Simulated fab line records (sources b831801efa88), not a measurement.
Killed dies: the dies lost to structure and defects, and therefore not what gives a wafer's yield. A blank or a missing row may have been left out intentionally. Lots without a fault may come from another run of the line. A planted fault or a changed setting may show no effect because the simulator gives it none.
fab line records	flow gf180mcu
record lots=24	wafers=72	last_day=34
route steps=602 shown VT_IMPLANT@130 DUAL_GATE@144 POLY_GATE@167 HV_LDD@198
lots that met no fault: taken from a fault-free run of the same line
start_h: start of the lot's first displayed wafer, in hours after the record's first day	wait_h: how many hours have passed since the lot's step before this one	" identical to the entry in the row above	L1.1+2: a row that stands for several wafers	- no value, or no start given	* or withheld: withheld	< > ~ a bound
route shown NAME@n: NAME is a module with steps in the file, n the number in the route of the first one	usual: mean/standard deviation of fault-free wafers	same: alike in all rows	chamber/n: place in a boat	sites: the reading at each site	_std_site: standard deviation across them	_edge_site: the outer-site mean with the inner-site mean subtracted	radius_mm: for every site, how far away it sits from the centre of the wafer	mask NAME#n: copy n	behind: tool/chamber where the wafer was last shaped	hold: why the lot was held/for how many hours/how that ended	device: transistor that didn't switch, given as n, p or np	end of line: the same wafers' tests at the end of the route	a step given without rows: its recipe and nothing more	killed: dies that structure and defects cost at the first sort, which is not the same as the wafer's yield	map: a wafer's dies, marking killed ones x, the rest . and places with no die _
set.NAME: the setting the step ran with; set.NAME@STEP: the setting that earlier step ran with	model.NAME: the simulator's own value behind a step, which no gauge read
steps of the route over a sample of lots; a table a step, a row a wafer
services: when a tool's chamber went out of use (start_h, in hours from the record's first day, below 0 if earlier), for how many hours, and the reason
## steps
# step GF_VT_IMPLANT_OVL_MEAS_40
# usual VT_IMPLANT_03_OVL=0.4/1.4
lot.wafer	tool	chamber	start_h	wait_h	VT_IMPLANT_03_OVL[nm]
L074.2	overlay-01	-	157.24	0.1	2.1
L074.5	"	-	"	"	0.4
L074.6	"	-	"	"	0.3
L075.3	overlay-01	-	163.55	0.1	2.1
L075.4	"	-	"	"	-1.5
L075.5	"	-	"	"	1.0
L076.2	overlay-02	-	169.91	0.1	-0.2
L076.5	"	-	"	"	-0.5
L076.6	"	-	"	"	-0.3
L077.1	overlay-01	-	180.41	0.1	-1.1
L077.2	"	-	"	"	-0.5
L077.6	"	-	"	"	-1.9
L078.1	overlay-01	-	182.83	0.1	1.5
L078.2	"	-	"	"	1.6
L078.3	"	-	"	"	0.4
L079.2	overlay-01	-	191.44	0.1	0.3
L079.5	"	-	"	"	-0.1
L079.6	"	-	"	"	0.4
L080.1	overlay-01	-	197.53	0.1	3.3
L080.3	"	-	"	"	1.0
L080.4	"	-	"	"	1.8
L081.1	overlay-02	-	200.85	0.1	-0.8
L081.4	"	-	"	"	-3.7
L081.6	"	-	"	"	-1.7
L082.3	overlay-01	-	212.16	0.1	-1.0
L082.4	"	-	"	"	-0.6
L082.5	"	-	"	"	-1.1
L083.1	overlay-01	-	215.90	0.1	-1.5
L083.2	"	-	"	"	0.0
L083.4	"	-	"	"	-0.8
L084.1	overlay-01	-	222.03	0.1	-0.2
L084.3	"	-	"	"	1.3
L084.6	"	-	"	"	1.8
L085.3	overlay-02	-	229.77	0.1	2.5
L085.4	"	-	"	"	2.1
L085.5	"	-	"	"	1.7
L086.1	overlay-02	-	238.83	0.1	0.2
L086.2	"	-	"	"	1.5
L086.6	"	-	"	"	0.6
L087.3	overlay-02	-	242.20	0.1	-0.2
L087.4	"	-	"	"	-0.5
L087.5	"	-	"	"	0.6
L088.1	overlay-02	-	248.45	0.1	-1.4
L088.2	"	-	"	"	-1.5
L088.6	"	-	"	"	-0.9
L089.3	overlay-01	-	256.47	0.1	0.2
L089.4	"	-	"	"	2.4
L089.5	"	-	"	"	-0.1
L090.1	overlay-02	-	267.51	0.1	-1.4
L090.3	"	-	"	"	-0.5
L090.6	"	-	"	"	-2.1
L091.1	overlay-01	-	272.30	0.1	0.8
L091.2	"	-	"	"	0.7
L091.5	"	-	"	"	0.1
L092.3	overlay-02	-	274.97	0.1	3.4
L092.5	"	-	"	"	1.2
L092.6	"	-	"	"	1.7
L093.1	overlay-01	-	282.81	0.1	0.5
L093.2	"	-	"	"	-2.8
L093.5	"	-	"	"	-1.3
L094.2	overlay-02	-	296.24	0.1	-0.3
L094.3	"	-	"	"	1.2
L094.6	"	-	"	"	-1.6
L095.2	overlay-02	-	298.49	0.1	2.7
L095.4	"	-	"	"	2.6
L095.5	"	-	"	"	0.7
L096.2	overlay-02	-	305.47	0.1	0.2
L096.3	"	-	"	"	1.2
L096.6	"	-	"	"	3.4
L097.2	overlay-01	-	311.37	0.1	0.4
L097.5	"	-	"	"	2.1
L097.6	"	-	"	"	1.0
# step GF_DUAL_GATE_THK_MEAS_03
# recipe reads=SiO2_of_DUAL_GATE_OXIDATION_02
# usual DUAL_GATE_OXIDATION_00_THK=11.05/0.2
lot.wafer	tool	chamber	start_h	wait_h	DUAL_GATE_OXIDATION_00_THK[nm]
L074.2	film_metro-04	-	159.86	0.0	11.01
L074.5	"	-	"	"	11.34
L074.6	"	-	"	"	11.36
L075.3	film_metro-02	-	166.18	0.0	11.24
L075.4	"	-	"	"	10.95
L075.5	"	-	"	"	11.12
L076.2	film_metro-02	-	173.45	0.0	11.23
L076.5	"	-	"	"	11.35
L076.6	"	-	"	"	11.45
L077.1	film_metro-04	-	183.24	0.0	11.22
L077.2	"	-	"	"	11.26
L077.6	"	-	"	"	11.19
L078.1	film_metro-04	-	185.64	0.0	10.79
L078.2	"	-	"	"	10.62
L078.3	"	-	"	"	10.86
L079.2	film_metro-03	-	194.05	0.0	10.74
L079.5	"	-	"	"	10.75
L079.6	"	-	"	"	10.78
L080.1	film_metro-03	-	201.05	0.0	10.81
L080.3	"	-	"	"	10.80
L080.4	"	-	"	"	10.87
L081.1	film_metro-02	-	205.12	0.0	11.06
L081.4	"	-	"	"	11.39
L081.6	"	-	"	"	11.18
L082.3	film_metro-03	-	214.77	0.0	11.18
L082.4	"	-	"	"	11.02
L082.5	"	-	"	"	11.26
L083.1	film_metro-04	-	218.50	0.0	11.05
L083.2	"	-	"	"	10.81
L083.4	"	-	"	"	10.74
L084.1	film_metro-04	-	225.51	0.0	11.02
L084.3	"	-	"	"	10.84
L084.6	"	-	"	"	10.75
L085.3	film_metro-03	-	232.72	0.1	11.14
L085.4	"	-	"	"	10.99
L085.5	"	-	"	"	10.94
L086.1	film_metro-03	-	241.44	0.0	11.39
L086.2	"	-	"	"	11.51
L086.6	"	-	"	"	11.29
L087.3	film_metro-03	-	244.81	0.0	11.12
L087.4	"	-	"	"	11.07
L087.5	"	-	"	"	11.05
L088.1	film_metro-04	-	251.05	0.0	11.23
L088.2	"	-	"	"	11.16
L088.6	"	-	"	"	11.11
L089.3	film_metro-04	-	261.29	0.0	11.23
L089.4	"	-	"	"	11.20
L089.5	"	-	"	"	11.01
L090.1	film_metro-03	-	270.12	0.0	10.82
L090.3	"	-	"	"	11.06
L090.6	"	-	"	"	10.94
L091.1	film_metro-04	-	274.90	0.0	11.11
L091.2	"	-	"	"	11.20
L091.5	"	-	"	"	11.05
L092.3	film_metro-02	-	278.01	0.0	11.13
L092.5	"	-	"	"	11.13
L092.6	"	-	"	"	11.02
L093.1	film_metro-03	-	285.42	0.0	10.87
L093.2	"	-	"	"	11.04
L093.5	"	-	"	"	10.75
L094.2	film_metro-03	-	299.47	0.0	10.94
L094.3	"	-	"	"	10.92
L094.6	"	-	"	"	10.91
L095.2	film_metro-04	-	301.28	0.0	11.22
L095.4	"	-	"	"	11.39
L095.5	"	-	"	"	11.12
L096.2	film_metro-03	-	308.61	0.0	11.04
L096.3	"	-	"	"	11.11
L096.6	"	-	"	"	11.10
L097.2	film_metro-03	-	314.41	0.0	10.93
L097.5	"	-	"	"	10.72
L097.6	"	-	"	"	10.79
# step GF_POLY_GATE_CD_MEAS_10
# recipe target_cd_nm=280
# usual cd_nm=279.8/1.2
lot.wafer	tool	chamber	start_h	wait_h	cd_nm
L074.2	cd_sem-02	-	197.91	0.1	278.5
L074.5	"	-	"	"	279.3
L074.6	"	-	"	"	279.5
L075.3	cd_sem-01	-	201.48	0.1	280.6
L075.4	"	-	"	"	278.8
L075.5	"	-	"	"	280.0
L076.2	cd_sem-01	-	208.48	0.1	280.6
L076.5	"	-	"	"	279.2
L076.6	"	-	"	"	280.7
L077.1	cd_sem-01	-	220.04	0.1	279.2
L077.2	"	-	"	"	278.5
L077.6	"	-	"	"	278.2
L078.1	cd_sem-02	-	225.29	0.1	279.6
L078.2	"	-	"	"	279.0
L078.3	"	-	"	"	279.1
L079.2	cd_sem-02	-	231.60	0.1	278.1
L079.5	"	-	"	"	279.4
L079.6	"	-	"	"	279.7
L080.1	cd_sem-01	-	239.78	0.1	278.0
L080.3	"	-	"	"	278.7
L080.4	"	-	"	"	278.4
L081.1	cd_sem-02	-	244.33	0.1	278.0
L081.4	"	-	"	"	278.7
L081.6	"	-	"	"	278.0
L082.3	cd_sem-01	-	255.25	0.1	279.2
L082.4	"	-	"	"	281.4
L082.5	"	-	"	"	279.6
L083.1	cd_sem-02	-	259.79	0.1	281.7
L083.2	"	-	"	"	281.3
L083.4	"	-	"	"	280.3
L084.1	cd_sem-01	-	265.36	0.1	278.6
L084.3	"	-	"	"	279.6
L084.6	"	-	"	"	278.6
L085.3	cd_sem-01	-	275.22	0.1	278.8
L085.4	"	-	"	"	281.3
L085.5	"	-	"	"	281.3
L086.1	cd_sem-02	-	285.39	0.1	279.9
L086.2	"	-	"	"	279.6
L086.6	"	-	"	"	279.2
L087.3	cd_sem-01	-	286.32	0.1	280.2
L087.4	"	-	"	"	280.5
L087.5	"	-	"	"	280.1
L088.1	cd_sem-02	-	292.41	0.1	281.2
L088.2	"	-	"	"	281.5
L088.6	"	-	"	"	280.4
L089.3	cd_sem-02	-	304.67	0.1	280.2
L089.4	"	-	"	"	279.5
L089.5	"	-	"	"	280.0
L090.1	cd_sem-01	-	312.66	0.1	279.9
L090.3	"	-	"	"	279.8
L090.6	"	-	"	"	279.8
L091.1	cd_sem-02	-	318.21	0.1	278.7
L091.2	"	-	"	"	280.8
L091.5	"	-	"	"	279.5
L092.3	cd_sem-02	-	321.33	0.1	282.1
L092.5	"	-	"	"	280.4
L092.6	"	-	"	"	281.8
L093.1	cd_sem-02	-	330.56	0.1	278.8
L093.2	"	-	"	"	278.3
L093.5	"	-	"	"	279.3
L094.2	cd_sem-01	-	345.60	0.1	279.4
L094.3	"	-	"	"	279.3
L094.6	"	-	"	"	280.8
L095.2	cd_sem-01	-	347.16	0.1	280.8
L095.4	"	-	"	"	279.4
L095.5	"	-	"	"	280.6
L096.2	cd_sem-02	-	354.28	0.1	280.5
L096.3	"	-	"	"	281.0
L096.6	"	-	"	"	279.1
L097.2	cd_sem-01	-	359.51	0.1	282.5
L097.5	"	-	"	"	282.7
L097.6	"	-	"	"	282.0
# step GF_HV_LDD_STRIP_22
# recipe chemistry=O2/N2	power_w=1400	pressure_mtorr=1500	platen_temp_c=250	o2_flow_sccm=3000	n2_flow_sccm=300	overash_fraction=0.5
# usual drypump_motor_current_A=5.6/0.52	heater_power_w=320/20	oes_product_au=0.715/0.0046	strip_time_to_endpoint_s=12.64/0.032
lot.wafer	tool	chamber	start_h	wait_h	drypump_motor_current_A	heater_power_w	oes_product_au	rf_hours_counter_h	strip_time_to_endpoint_s
L074.2	plasma_asher-03	1	235.40	0.1	5.4	307	0.705	46	12.63
L074.5	"	0	"	"	5.2	318	0.718	-	12.60
L074.6	"	1	"	"	5.4	307	0.714	-	12.60
L075.3	plasma_asher-02	0	238.99	0.1	6.5	296	0.716	-	12.61
L075.4	"	1	"	"	6.1	300	0.718	-	12.67
L075.5	"	0	"	"	6.5	287	0.706	-	12.63
L076.2	plasma_asher-03	0	247.40	0.1	5.2	321	0.704	47	12.58
L076.5	"	0	"	"	5.2	320	0.712	-	12.60
L076.6	"	1	"	"	5.4	315	0.707	-	12.59
L077.1	plasma_asher-04	1	259.79	0.1	6.1	353	0.712	14	12.68
L077.2	"	0	"	"	4.9	351	0.710	14	12.65
L077.6	"	1	"	"	6.1	350	0.715	-	12.66
L078.1	plasma_asher-02	0	264.80	0.1	6.5	297	0.708	69	12.61
L078.2	"	1	"	"	6.1	302	0.714	69	12.63
L078.3	"	0	"	"	6.5	293	0.706	-	12.63
L079.2	plasma_asher-03	1	271.24	0.1	5.4	311	0.717	50	12.61
L079.5	"	1	"	"	5.4	309	0.719	-	12.66
L079.6	"	0	"	"	5.2	313	0.714	-	12.61
L080.1	plasma_asher-04	1	281.69	0.1	6.0	356	0.716	17	12.64
L080.3	"	1	"	"	6.0	337	0.719	-	12.68
L080.4	"	0	"	"	4.9	350	0.717	-	12.63
L081.1	plasma_asher-03	1	285.00	0.1	5.4	313	0.715	51	12.61
L081.4	"	1	"	"	5.4	319	0.715	-	12.61
L081.6	"	0	"	"	5.2	317	0.724	-	12.64
L082.3	plasma_asher-04	0	297.63	0.1	4.8	349	0.715	-	12.61
L082.4	"	1	"	"	6.0	356	0.713	-	12.60
L082.5	"	1	"	"	6.1	342	0.713	-	12.62
L083.1	plasma_asher-04	0	303.30	0.1	4.9	352	0.720	19	12.69
L083.2	"	1	"	"	6.0	355	0.714	19	12.71
L083.4	"	0	"	"	4.8	359	0.715	-	12.67
L084.1	plasma_asher-02	0	308.49	0.1	6.5	296	0.721	73	12.67
L084.3	"	0	"	"	6.5	309	0.707	-	12.63
L084.6	"	0	"	"	6.5	286	0.713	-	12.67
L085.3	plasma_asher-04	0	318.19	0.1	4.8	351	0.718	-	12.68
L085.4	"	1	"	"	6.0	352	0.710	-	12.71
L085.5	"	0	"	"	4.9	347	0.705	-	12.67
L086.1	plasma_asher-03	1	328.45	0.1	5.4	313	0.716	56	12.63
L086.2	"	0	"	"	5.2	327	0.710	56	12.67
L086.6	"	1	"	"	5.4	313	0.715	-	12.64
L087.3	plasma_asher-02	0	329.73	0.1	6.5	295	0.709	-	12.61
L087.4	"	1	"	"	6.1	297	0.713	-	12.62
L087.5	"	1	"	"	6.1	304	0.715	-	12.60
L088.1	plasma_asher-03	0	336.90	0.1	5.2	321	0.715	56	12.62
L088.2	"	1	"	"	5.4	312	0.711	56	12.63
L088.6	"	1	"	"	5.4	310	0.716	-	12.66
L089.3	plasma_asher-02	0	348.73	0.1	6.5	298	0.718	-	12.62
L089.4	"	1	"	"	6.1	300	0.721	-	12.59
L089.5	"	1	"	"	6.1	301	0.710	-	12.61
L090.1	plasma_asher-03	1	357.75	0.1	5.4	313	0.713	59	12.61
L090.3	"	1	"	"	5.4	313	0.711	-	12.64
L090.6	"	1	"	"	5.4	316	0.715	-	12.64
L091.1	plasma_asher-03	1	363.40	0.1	5.4	314	0.718	59	12.64
L091.2	"	0	"	"	5.3	322	0.722	59	12.66
L091.5	"	1	"	"	5.4	310	0.722	-	12.62
L092.3	plasma_asher-04	0	366.53	0.1	4.8	354	0.717	-	12.61
L092.5	"	0	"	"	4.8	356	0.713	-	12.65
L092.6	"	1	"	"	6.1	345	0.710	-	12.67
L093.1	plasma_asher-03	0	376.85	0.1	5.2	314	0.719	61	12.63
L093.2	"	1	"	"	5.4	301	0.723	61	12.60
L093.5	"	0	"	"	5.2	312	0.717	-	12.55
L094.2	plasma_asher-02	0	393.60	0.1	6.5	299	0.714	81	12.65
L094.3	"	1	"	"	6.1	303	0.714	-	12.63
L094.6	"	1	"	"	6.1	299	0.705	-	12.66
L095.2	plasma_asher-03	1	394.50	0.1	5.4	321	0.723	64	12.69
L095.4	"	1	"	"	5.4	314	0.716	-	12.64
L095.5	"	0	"	"	5.2	316	0.716	-	12.68
L096.2	plasma_asher-03	0	401.89	0.1	5.2	317	0.715	65	12.65
L096.3	"	1	"	"	5.4	313	0.719	-	12.68
L096.6	"	1	"	"	5.4	308	0.722	-	12.65
L097.2	plasma_asher-03	1	406.99	0.1	5.4	317	0.722	65	12.64
L097.5	"	1	"	"	5.4	315	0.722	-	12.68
L097.6	"	0	"	"	5.2	311	0.717	-	12.62
# step GF_HV_LDD_CD_MEAS_46
# recipe target_cd_nm=400
# usual cd_nm=400.3/2
lot.wafer	tool	chamber	start_h	wait_h	cd_nm
L074.2	cd_sem-02	-	272.41	0.1	401.0
L074.5	"	-	"	"	398.0
L074.6	"	-	"	"	398.7
L075.3	cd_sem-02	-	276.98	0.1	401.9
L075.4	"	-	"	"	401.7
L075.5	"	-	"	"	401.3
L076.2	cd_sem-02	-	285.71	0.1	399.6
L076.5	"	-	"	"	401.4
L076.6	"	-	"	"	400.8
L077.1	cd_sem-02	-	299.90	0.1	402.9
L077.2	"	-	"	"	400.4
L077.6	"	-	"	"	405.1
L078.1	cd_sem-01	-	304.35	0.1	403.8
L078.2	"	-	"	"	402.9
L078.3	"	-	"	"	404.1
L079.2	cd_sem-01	-	311.65	0.1	398.6
L079.5	"	-	"	"	397.8
L079.6	"	-	"	"	396.9
L080.1	cd_sem-02	-	322.93	0.1	400.7
L080.3	"	-	"	"	399.5
L080.4	"	-	"	"	400.7
L081.1	cd_sem-01	-	326.15	0.1	400.4
L081.4	"	-	"	"	399.2
L081.6	"	-	"	"	399.9
L082.3	cd_sem-02	-	339.68	0.1	399.8
L082.4	"	-	"	"	399.1
L082.5	"	-	"	"	400.9
L083.1	cd_sem-02	-	346.48	0.1	399.0
L083.2	"	-	"	"	399.8
L083.4	"	-	"	"	399.5
L084.1	cd_sem-01	-	351.69	0.1	397.1
L084.3	"	-	"	"	399.1
L084.6	"	-	"	"	398.6
L085.3	cd_sem-01	-	362.84	0.1	399.3
L085.4	"	-	"	"	402.8
L085.5	"	-	"	"	399.6
L086.1	cd_sem-02	-	373.10	0.1	398.3
L086.2	"	-	"	"	396.4
L086.6	"	-	"	"	398.4
L087.3	cd_sem-02	-	374.39	0.1	398.3
L087.4	"	-	"	"	397.1
L087.5	"	-	"	"	398.5
L088.1	cd_sem-01	-	381.50	0.1	398.6
L088.2	"	-	"	"	398.6
L088.6	"	-	"	"	400.1
L089.3	cd_sem-01	-	393.72	0.1	399.1
L089.4	"	-	"	"	397.1
L089.5	"	-	"	"	397.5
L090.1	cd_sem-02	-	404.40	0.1	400.8
L090.3	"	-	"	"	401.1
L090.6	"	-	"	"	399.5
L091.1	cd_sem-01	-	409.45	0.1	402.8
L091.2	"	-	"	"	400.3
L091.5	"	-	"	"	401.9
L092.3	cd_sem-01	-	413.27	0.1	401.1
L092.5	"	-	"	"	400.5
L092.6	"	-	"	"	400.0
L093.1	cd_sem-02	-	422.99	0.1	398.8
L093.2	"	-	"	"	397.7
L093.5	"	-	"	"	396.0
L094.2	cd_sem-02	-	441.26	0.1	400.8
L094.3	"	-	"	"	401.1
L094.6	"	-	"	"	399.7
L095.2	cd_sem-01	-	442.30	0.1	401.3
L095.4	"	-	"	"	402.3
L095.5	"	-	"	"	402.2
L096.2	cd_sem-01	-	449.75	0.1	402.5
L096.3	"	-	"	"	400.4
L096.6	"	-	"	"	402.6
L097.2	cd_sem-02	-	455.36	0.1	403.3
L097.5	"	-	"	"	403.6
L097.6	"	-	"	"	402.2
# step GF_HV_LDD_RTA_52
# recipe temp_c=1000	time_s=10	ambient=N2
# usual chamber_o2_ppm=2.000/0.022	lamp_power_pct=30.5/0.45	wafer_temp_C_max=1003.6/0.78
lot.wafer	tool	chamber	start_h	wait_h	chamber_o2_ppm	lamp_power_pct	wafer_temp_C_max
L074.2	rtp_anneal-02	0	272.92	0.0	1.990	30.0	1003.3
L074.5	"	0	"	"	2.016	30.0	1003.7
L074.6	"	0	"	"	1.980	30.0	1001.5
L075.3	rtp_anneal-01	0	277.48	0.0	2.000	30.9	1004.0
L075.4	"	0	"	"	1.983	30.9	1003.1
L075.5	"	0	"	"	2.023	30.9	1003.4
L076.2	rtp_anneal-02	0	286.22	0.0	1.989	30.0	1004.1
L076.5	"	0	"	"	2.050	30.1	1004.3
L076.6	"	0	"	"	2.030	30.0	1003.8
L077.1	rtp_anneal-01	0	300.42	0.0	2.001	30.9	1003.1
L077.2	"	0	"	"	2.025	30.9	1003.4
L077.6	"	0	"	"	1.980	30.9	1003.6
L078.1	rtp_anneal-02	0	304.86	0.0	1.987	30.0	1002.8
L078.2	"	0	"	"	2.036	30.0	1002.8
L078.3	"	0	"	"	2.017	30.0	1002.2
L079.2	rtp_anneal-02	0	312.16	0.0	1.990	30.0	1004.0
L079.5	"	0	"	"	1.974	30.0	1003.3
L079.6	"	0	"	"	1.976	30.0	1003.8
L080.1	rtp_anneal-02	0	323.46	0.0	2.040	29.9	1003.1
L080.3	"	0	"	"	2.007	30.0	1002.8
L080.4	"	0	"	"	2.053	30.0	1002.4
L081.1	rtp_anneal-02	0	326.66	0.0	1.972	30.0	1003.2
L081.4	"	0	"	"	2.021	30.0	1002.6
L081.6	"	0	"	"	1.970	30.0	1002.9
L082.3	rtp_anneal-01	0	340.18	0.0	2.016	30.9	1003.3
L082.4	"	0	"	"	1.986	30.9	1004.7
L082.5	"	0	"	"	2.003	30.9	1004.6
L083.1	rtp_anneal-01	0	347.03	0.0	2.007	30.8	1005.3
L083.2	"	0	"	"	1.992	30.9	1003.6
L083.4	"	0	"	"	1.977	30.9	1003.4
L084.1	rtp_anneal-01	0	352.26	0.0	1.987	30.9	1005.5
L084.3	"	0	"	"	1.946	30.9	1003.2
L084.6	"	0	"	"	1.966	30.9	1003.7
L085.3	rtp_anneal-01	0	363.33	0.0	2.002	30.9	1004.0
L085.4	"	0	"	"	1.995	30.9	1004.8
L085.5	"	0	"	"	2.006	30.9	1004.0
L086.1	rtp_anneal-02	0	373.62	0.0	1.983	30.0	1002.3
L086.2	"	0	"	"	1.985	30.0	1002.9
L086.6	"	0	"	"	1.974	30.0	1003.3
L087.3	rtp_anneal-02	0	374.89	0.0	2.004	30.0	1002.7
L087.4	"	0	"	"	1.974	30.0	1003.9
L087.5	"	0	"	"	2.013	30.0	1002.9
L088.1	rtp_anneal-01	0	382.01	0.0	2.015	30.9	1003.4
L088.2	"	0	"	"	1.984	30.8	1003.1
L088.6	"	0	"	"	1.998	30.9	1003.0
L089.3	rtp_anneal-02	0	394.22	0.0	2.019	30.0	1003.0
L089.4	"	0	"	"	1.986	30.0	1002.7
L089.5	"	0	"	"	1.974	30.0	1003.2
L090.1	rtp_anneal-01	0	404.91	0.0	2.010	30.9	1005.1
L090.3	"	0	"	"	1.975	30.9	1003.9
L090.6	"	0	"	"	2.022	30.9	1003.2
L091.1	rtp_anneal-02	0	409.97	0.0	2.026	30.0	1003.6
L091.2	"	0	"	"	2.009	30.0	1005.0
L091.5	"	0	"	"	1.967	30.0	1002.3
L092.3	rtp_anneal-01	0	413.78	0.0	1.990	30.9	1003.2
L092.5	"	0	"	"	2.024	30.9	1005.3
L092.6	"	0	"	"	2.024	30.9	1004.8
L093.1	rtp_anneal-01	0	423.51	0.0	1.985	30.9	1003.4
L093.2	"	0	"	"	2.004	30.9	1003.7
L093.5	"	0	"	"	1.993	30.9	1003.7
L094.2	rtp_anneal-01	0	441.77	0.0	2.020	30.9	1004.3
L094.3	"	0	"	"	2.036	30.9	1003.4
L094.6	"	0	"	"	1.998	30.9	1004.6
L095.2	rtp_anneal-02	0	442.81	0.0	1.977	30.0	1002.7
L095.4	"	0	"	"	2.020	30.0	1003.0
L095.5	"	0	"	"	1.989	30.0	1004.3
L096.2	rtp_anneal-02	0	450.26	0.0	1.942	30.0	1004.6
L096.3	"	0	"	"	1.976	30.0	1003.6
L096.6	"	0	"	"	2.000	30.0	1003.8
L097.2	rtp_anneal-01	0	455.87	0.0	2.029	30.9	1003.1
L097.5	"	0	"	"	1.989	30.9	1003.4
L097.6	"	0	"	"	2.008	30.9	1004.0
## services
tool	chamber	start_h	hours	kind
plasma_asher-03	-	273.85	2.8	pm
plasma_asher-02	-	368.39	10.8	repair
plasma_asher-04	-	391.37	2.6	repair
plasma_asher-02	-	421.25	9.0	pm
plasma_asher-02	0	421.25	9.0	vent_cycle
plasma_asher-02	1	421.25	9.0	vent_cycle
plasma_asher-02	0	430.25	-	clean
plasma_asher-02	1	430.25	-	clean
## key
fault none
